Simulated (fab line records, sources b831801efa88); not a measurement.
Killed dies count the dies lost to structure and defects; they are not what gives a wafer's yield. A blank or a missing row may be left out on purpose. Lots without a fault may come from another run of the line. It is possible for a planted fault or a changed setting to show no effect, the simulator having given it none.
Matching of chambers || flow gf180mcu || cmp-02 running GF_CONTACT_CMP_27: 4 sister chambers
The step polishes, stops on SiO2, t overpolish 15 s, target thk 0 nm. 4 wafers are shown with their chamber, then 8 later ones without.

## WAFERS, EACH WITH ITS CHAMBER
{"wafer": "L783.1", "chamber": 1, "motor-current-A (A)": 12.1}
{"wafer": "L784.5", "chamber": 0, "motor-current-A (A)": 11.2}
{"wafer": "L784.6", "chamber": 3, "motor-current-A (A)": 10.1}
{"wafer": "L795.1", "chamber": 2, "motor-current-A (A)": 13.3}

## WAFERS WHOSE CHAMBER IS MISSING
{"wafer": "L796.3", "motor-current-A (A)": 10.0}
{"wafer": "L796.6", "motor-current-A (A)": 9.4}
{"wafer": "L798.1", "motor-current-A (A)": 12.3}
{"wafer": "L798.3", "motor-current-A (A)": 10.7}
{"wafer": "L798.4", "motor-current-A (A)": 9.8}
{"wafer": "L801.3", "motor-current-A (A)": 13.1}
{"wafer": "L801.4", "motor-current-A (A)": 12.4}
{"wafer": "L801.6", "motor-current-A (A)": 13.9}

## WHICH CHAMBER EACH WENT THROUGH
{"wafer": "L796.3", "from the rows above": 3, "in truth": 3}
{"wafer": "L796.6", "from the rows above": 3, "in truth": 3}
{"wafer": "L798.1", "from the rows above": "can't be placed: 1 or 2", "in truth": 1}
{"wafer": "L798.3", "from the rows above": "can't be placed: 0 or 3", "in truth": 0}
{"wafer": "L798.4", "from the rows above": 3, "in truth": 3}
{"wafer": "L801.3", "from the rows above": "can't be placed: 2 or 1", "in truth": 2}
{"wafer": "L801.4", "from the rows above": "can't be placed: 1 or 2", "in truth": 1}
{"wafer": "L801.6", "from the rows above": 2, "in truth": 2}
4 of 8 placed correctly. These rows do not allow placing 4 (true chamber among the candidates in 4). 0 placed wrongly.
How it was worked out, from the rows above alone: a wafer's distance from a chamber is the root of the sum, over the readings, of the square of ((its reading less the chamber's mean) divided by the reading's scatter). If the next closest chamber is less than 2 further off than the closest, the wafer can't be placed; otherwise it belongs to the closest. For every chamber, the mean is computed from those of its wafers that are shown. The scatter: with one shown wafer a chamber, the root of the mean of the squares of how far each hidden wafer lies from its nearest shown one.
